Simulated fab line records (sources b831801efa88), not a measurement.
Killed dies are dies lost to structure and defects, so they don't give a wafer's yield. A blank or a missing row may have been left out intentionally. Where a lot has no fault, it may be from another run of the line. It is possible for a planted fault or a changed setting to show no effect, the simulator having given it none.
What tool caused it? -- flow gf180mcu -- Sampling: 14 lots, 42 wafers, 3 of 602 route steps

## WHAT THE GAUGES SHOWED, per wafer
GF_M1_CD_MEAS_14: target cd 230 nm. Usual: 229.9 nm for cdNm, sd 1.3.
lot,measured,on,cdNm (nm),flag
L283,day 17 05:21,cdSem-02,229.5 228.5 229.6,
L285,day 18 02:20,cdSem-01,231.7 229.7 230.0,
L286,day 18 10:11,cdSem-02,227.3 228.7 229.1,
L287,day 18 16:43,cdSem-01,231.6 230.5 231.0,
L289,day 19 19:43,cdSem-01,230.8 229.3 231.1,
L291,day 20 10:19,cdSem-02,230.6 230.0 231.6,
L292,day 21 04:23,cdSem-02,229.9 228.8 231.1,
L294,day 21 20:33,cdSem-02,229.6 230.2 230.5,
L295,day 22 02:30,cdSem-01,229.4 229.5 229.6,
L298,day 23 01:08,cdSem-01,228.7 229.3 230.7,
L300,day 23 12:47,cdSem-02,230.5 229.8 230.0,
L301,day 23 22:41,cdSem-02,230.5 230.4 228.9,
L303,day 24 23:01,cdSem-02,230.7 230.9 231.7,
L305,day 25 08:55,cdSem-01,229.7 230.8 230.1,

## WHICH TOOL RAN EACH LOT (tool, then ch and the chambers of the sampled wafers, then the start)
lot,GF_CONTACT_SPUTTER_23,GF_M1_SPUTTER_04
L283,"pvdSputter-04, day 16 06:13","pvdSputter-03, day 16 07:01"
L285,"pvdSputter-02, day 17 02:52","pvdSputter-03, day 17 03:43"
L286,"pvdSputter-02, day 17 09:55","pvdSputter-01, day 17 10:43"
L287,"pvdSputter-02, day 17 16:19","pvdSputter-03, day 17 17:07"
L289,"pvdSputter-02, day 18 18:25","pvdSputter-02, day 18 19:13"
L291,"pvdSputter-02, day 19 09:42","pvdSputter-03, day 19 10:30"
L292,"pvdSputter-04, day 20 03:25","pvdSputter-01, day 20 04:16"
L294,"pvdSputter-03, day 20 20:23","pvdSputter-01, day 20 21:11"
L295,"pvdSputter-04, day 21 01:52","pvdSputter-02, day 21 02:40"
L298,"pvdSputter-04, day 22 01:06","pvdSputter-02, day 22 01:54"
L300,"pvdSputter-03, day 22 13:37","pvdSputter-02, day 22 14:25"
L301,"pvdSputter-03, day 22 23:38","pvdSputter-03, day 23 00:26"
L303,"pvdSputter-03, day 24 00:42","pvdSputter-03, day 24 01:30"
L305,"pvdSputter-04, day 24 10:53","pvdSputter-02, day 24 11:53"
- GF_CONTACT_SPUTTER_23: material TiN, target thk 10 nm, time 40 s.
- GF_M1_SPUTTER_04: material TiN, target thk 50 nm, time 41.7 s.

## WHAT THE TOOLS THEMSELVES READ (means of the sampled wafers that have a number; where no wafer has one, the mark that the record gives instead)
GF_CONTACT_SPUTTER_23. Usual: 30.2 % for throttleValvePct, sd 1.1.
lot,tool,throttleValvePct (%),flag
L283,pvdSputter-04,29.5,
L285,pvdSputter-02,30.0,
L286,pvdSputter-02,30.5,
L287,pvdSputter-02,30.0,
L289,pvdSputter-02,31.4,
L291,pvdSputter-02,30.5,
L292,pvdSputter-04,29.9,
L294,pvdSputter-03,30.3,
L295,pvdSputter-04,29.9,
L298,pvdSputter-04,29.6,
L300,pvdSputter-03,28.9,
L301,pvdSputter-03,30.2,
L303,pvdSputter-03,31.6,
L305,pvdSputter-04,30.1,

GF_M1_SPUTTER_04. Usual: 30.1 % for throttleValvePct, sd 1.3.
lot,tool,throttleValvePct (%),flag
L283,pvdSputter-03,29.1,
L285,pvdSputter-03,29.5,
L286,pvdSputter-01,29.2,
L287,pvdSputter-03,30.5,
L289,pvdSputter-02,30.6,
L291,pvdSputter-03,30.4,
L292,pvdSputter-01,28.9,
L294,pvdSputter-01,29.8,
L295,pvdSputter-02,30.0,
L298,pvdSputter-02,29.6,
L300,pvdSputter-02,30.8,
L301,pvdSputter-03,30.4,
L303,pvdSputter-03,30.4,
L305,pvdSputter-02,30.7,

## THE ANSWER, worked out from the rows above alone
Rule: lot off if the mean of its wafers having a number is beyond 3 standard deviations from the usual mean. A lot without any number at a reading at which 4 lots or more have one is off too. Any other lot the step has rows for is counted as sound. The gauges are gone through in route order, then the tools' own readings, and for those a lot's mean is taken as printed above. The first step at which some lot is off is used, and at that step the reading that is off furthest; a lot without a number counts as furthest.
Across all readings shown, no lot is off: no conclusion can be drawn from this.

## WHAT THE SIMULATOR PUT IN
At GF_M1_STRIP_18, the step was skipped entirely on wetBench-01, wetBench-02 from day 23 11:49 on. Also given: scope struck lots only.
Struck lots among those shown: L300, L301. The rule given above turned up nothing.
